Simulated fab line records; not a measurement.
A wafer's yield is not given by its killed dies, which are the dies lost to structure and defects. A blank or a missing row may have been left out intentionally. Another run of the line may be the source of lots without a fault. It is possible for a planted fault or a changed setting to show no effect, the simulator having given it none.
8D (eight disciplines) problem report, filled in by code | flow sky130 | the parts of the form that need people (team, actions taken, sign-off) are left out

1. THE PROBLEM
Wafers without a fault read 0.4000 Pa, standard deviation 0.00076; chamber pressure pa at SKY_METAL4_SPUTTER_02 reads a mean of 0.3634 Pa on 6 wafers belonging to 2 lots. Measured from the usual mean, that is -48 standard deviations.
The step: material AlCu, target thk 735 nm, time 39.1 s.
Seen first at day 44 12:03 on pvd sputter-02, wafer L928.2. Wafers with a number at this step in the record: 36, from 12 lots. Rule for "out", or "out of limits": more than 4 standard deviations from the usual mean. All remaining wafers that have a number are taken as sound.

2. WHAT IT IS AND WHAT IT IS NOT
question                    | is                     | is not
which readings at this step | chamber pressure pa    | -
which lots                  | L928, L934             | L912, L913, L914, L915, L918, L919, L920, L924, L933, L935
which wafers of those lots  | all that have a number | -
read on which tools         | pvd sputter-02         | pvd sputter-04
when                        | from day 44 12:03      | up to then (24 sound wafers); but 6 sound wafers of L933, L935 came after

3. WHAT RULES OUT EACH SUSPECT
Counting: any tool at a process step up to the reading is kept as a suspect provided that every lot that is out went through it and no sound lot did after the first of them.
- cmp-02 at SKY_VIA3_CMP_02 (polishes SiO2): ruled out as a lasting fault. Following L928 (day 43 12:29), the first lot on it that is out, the sound lots L933 were run on it.
- pvd sputter-02 at SKY_METAL4_SPUTTER_02 (material AlCu, target thk 735 nm, time 39.1 s): kept. All lots that are out passed through it, beginning with L928 at day 44 12:03, and no sound lot followed; its final sound lot before that point was L919 at day 43 03:53. Its own chamber pressure pa readings are out on those wafers.
The count leaves pvd sputter-02 at SKY_METAL4_SPUTTER_02.

4. THE CAUSE (what the simulator had put in)
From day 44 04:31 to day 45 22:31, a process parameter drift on pvd sputter-02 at SKY_METAL4_SPUTTER_02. A move of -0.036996 in setting chamber pressure pa, from 0.4. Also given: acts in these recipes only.
After counting, this tool was the only one left.

5. THE EFFECT CHAIN, in route order
Rows list readings where the struck wafers' mean (over those with a number) sits beyond 3 standard deviations from the usual. Only readings whose record carries a usual standard deviation are examined. hours: median over the lots of the time between each lot's start at the first step of this table that gives one and its start at this step. sigmas: the change, counted in usual standard deviations.
hours | step                  | reading             | usual     | on struck wafers | change  | sigmas
0     | SKY_METAL4_SPUTTER_02 | chamber pressure pa | 0.4000 Pa | 0.3634           | -0.0366 | -48
Process steps it contains:
- SKY_METAL4_SPUTTER_02: material AlCu, target thk 735 nm, time 39.1 s.

6. WHAT WOULD HAVE CAUGHT IT SOONER
In this record no reading fell out of limits until day 44 12:03, 8 hours after the fault had begun at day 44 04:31.
